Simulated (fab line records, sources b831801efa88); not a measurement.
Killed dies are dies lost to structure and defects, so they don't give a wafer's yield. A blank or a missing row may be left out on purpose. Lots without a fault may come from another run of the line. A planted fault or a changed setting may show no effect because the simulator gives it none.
Chamber matching | flow gf180mcu | GF_CONTACT_CMP_27 on cmp-01: 4 sister chambers
The step polishes, stops on SiO2, t overpolish 15 s, target thk 0 nm. 16 wafers are shown with their chamber, then 7 later ones without.

WAFERS WITH THEIR CHAMBER
wafer  | chamber | motor_current_A (A) | retaining_ring_pressure_frac | time_to_endpoint_s (s)
L777.1 | 0       | 11.3                | 0.999                        | 71.1
L777.4 | 1       | 11.7                | 0.998                        | 67.3
L777.6 | 2       | 9.9                 | 1.001                        | 67.9
L778.4 | 2       | 10.2                | 0.997                        | 69.9
L778.5 | 1       | 11.2                | 0.993                        | 69.6
L778.6 | 2       | 10.1                | 1.002                        | 72.5
L779.1 | 2       | 10.4                | 1.002                        | 67.9
L779.2 | 1       | 11.8                | 1.007                        | 69.7
L779.6 | 2       | 10.2                | 1.001                        | 68.2
L784.1 | 3       | 9.1                 | 0.994                        | 69.9
L784.3 | 1       | 12.6                | 1.001                        | 69.5
L785.1 | 0       | 11.1                | 1.003                        | 68.2
L785.2 | 1       | 12.2                | 1.001                        | 68.5
L785.5 | 0       | 11.0                | 0.994                        | 78.5
L794.2 | 1       | 11.7                | 0.997                        | 75.2
L794.3 | 2       | 9.8                 | 1.001                        | 73.5

SIGNATURES (means of the wafers above)
reading                      | chamber 0 | chamber 1 | chamber 2 | chamber 3 | scatter within a chamber
motor_current_A              | 11.133    | 11.867    | 10.100    | 9.100     | 0.346
retaining_ring_pressure_frac | 0.99867   | 0.99950   | 1.00067   | 0.99400   | 0.00376
time_to_endpoint_s           | 72.600    | 69.967    | 69.983    | 69.900    | 3.22
Rule: a wafer's distance from a chamber is the root of the sum, over the readings, of the square of ((its reading less the chamber's mean) divided by the reading's scatter). The wafer belongs to the nearest chamber; if the next one is less than 2 further off, it can't be placed. The scatter: the root of (the sum of the squares of (reading less its chamber's mean) over the shown wafers, divided by (wafers less chambers)).

WAFERS WITHOUT THEIR CHAMBER
wafer  | motor_current_A (A) | retaining_ring_pressure_frac | time_to_endpoint_s (s)
L794.4 | 10.9                | 1.001                        | 75.3
L795.2 | 11.0                | 0.997                        | 72.1
L795.4 | 9.1                 | 1.005                        | 70.4
L795.5 | 11.4                | 0.995                        | 71.2
L796.2 | 11.8                | 1.006                        | 70.9
L796.4 | 11.1                | 0.994                        | 73.9
L796.6 | 12.1                | 1.008                        | 73.3

WHICH CHAMBER EACH WENT THROUGH
wafer  | from the rows above     | in truth
L794.4 | can't be placed: 0 or 2 | 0
L795.2 | 0                       | 0
L795.4 | can't be placed: 3 or 2 | 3
L795.5 | can't be placed: 0 or 1 | 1
L796.2 | can't be placed: 1 or 0 | 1
L796.4 | can't be placed: 0 or 1 | 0
L796.6 | can't be placed: 1 or 0 | 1
Placed correctly: 1 of 7. Can't be placed from these rows: 6 (the true chamber is among the candidates in 6). Placed wrongly: 0.
